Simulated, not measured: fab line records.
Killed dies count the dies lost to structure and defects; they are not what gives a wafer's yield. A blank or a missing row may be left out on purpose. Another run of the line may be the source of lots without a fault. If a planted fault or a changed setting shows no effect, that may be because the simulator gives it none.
8D (eight disciplines) problem report, filled in by code :: flow sky130 :: the parts of the form that need people (team, actions taken, sign-off) are left out

1. THE PROBLEM
At SKY_CONTACT_ETCH_18, bias w averages 289.1 W over 6 wafers from 2 lots, while fault-free wafers read 200.0 W, standard deviation 0.59. That is +99 or more standard deviations from the usual mean.
The step: etches Si3N4 in CHF3/O2, stops on TiN, time 39 s, target depth 75 nm.
First seen on wafer L147.2, day 36 03:00, on rie diel-04. Wafers with a number at this step in the record: 36, from 12 lots. By rule, "out" or "out of limits" means more than 4 standard deviations away from the usual mean. The other wafers with a number count as sound.

2. WHAT IT IS AND WHAT IT IS NOT
question: which readings at this step
is: bias w
is not: drypump motor current A, oes product au

question: which lots
is: L147, L148
is not: L133, L135, L137, L138, L139, L140, L143, L151, L154, L155

question: which wafers of those lots
is: all that have a number
is not: -

question: read on which tools
is: rie diel-04
is not: rie diel-02, rie diel-03

question: when
is: from day 36 03:00
is not: up to then (21 sound wafers); but 9 sound wafers of L151, L154, L155 came after

3. SUSPECTS, AND WHAT RULES EACH OUT
Counting: any tool at a process step up to the reading is kept as a suspect provided that every lot that is out went through it and no sound lot did after the first of them.
- rie diel-04 at SKY_CONTACT_ETCH_18 (etches Si3N4 in CHF3/O2, stops on TiN, time 39 s, target depth 75 nm): kept. All lots that are out passed through it, beginning with L147 at day 36 03:00, and no sound lot followed; its final sound lot before that point was L140 at day 33 17:00. On those wafers its own readings are out: bias w.
After counting, what remains is rie diel-04 at SKY_CONTACT_ETCH_18.

4. THE CAUSE (what the simulator had put in)
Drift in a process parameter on rie diel-04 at SKY_CONTACT_ETCH_18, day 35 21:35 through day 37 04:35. Setting bias w shifted by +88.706 from 200. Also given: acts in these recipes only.
This tool alone remained once counting was done.

5. THE EFFECT CHAIN, in route order
Each row: a reading whose mean over the struck wafers that have a number lies more than 3 standard deviations from the usual. Only readings for which the record gives a usual standard deviation are gone through. hours: the time from each lot's start at the first step in this table that gives one to its start at this step, as a median over the lots. sigmas: the change in usual standard deviations.
hours: 0
step: SKY_CONTACT_ETCH_18
reading: bias w
usual: 200.0 W
on struck wafers: 289.1
change: +89.1
sigmas: +99 or more
Its process steps:
- SKY_CONTACT_ETCH_18: etches Si3N4 in CHF3/O2, stops on TiN, time 39 s, target depth 75 nm.
Later measuring or inspecting steps at which every struck wafer that the step has a row for has a number for every such reading, and none has moved that far: SKY_CONTACT_THK_MEAS_26.

6. WHAT WOULD HAVE CAUGHT IT SOONER
The fault began at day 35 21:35; the first out-of-limits reading in this record came at day 36 03:00, 5 hours later.
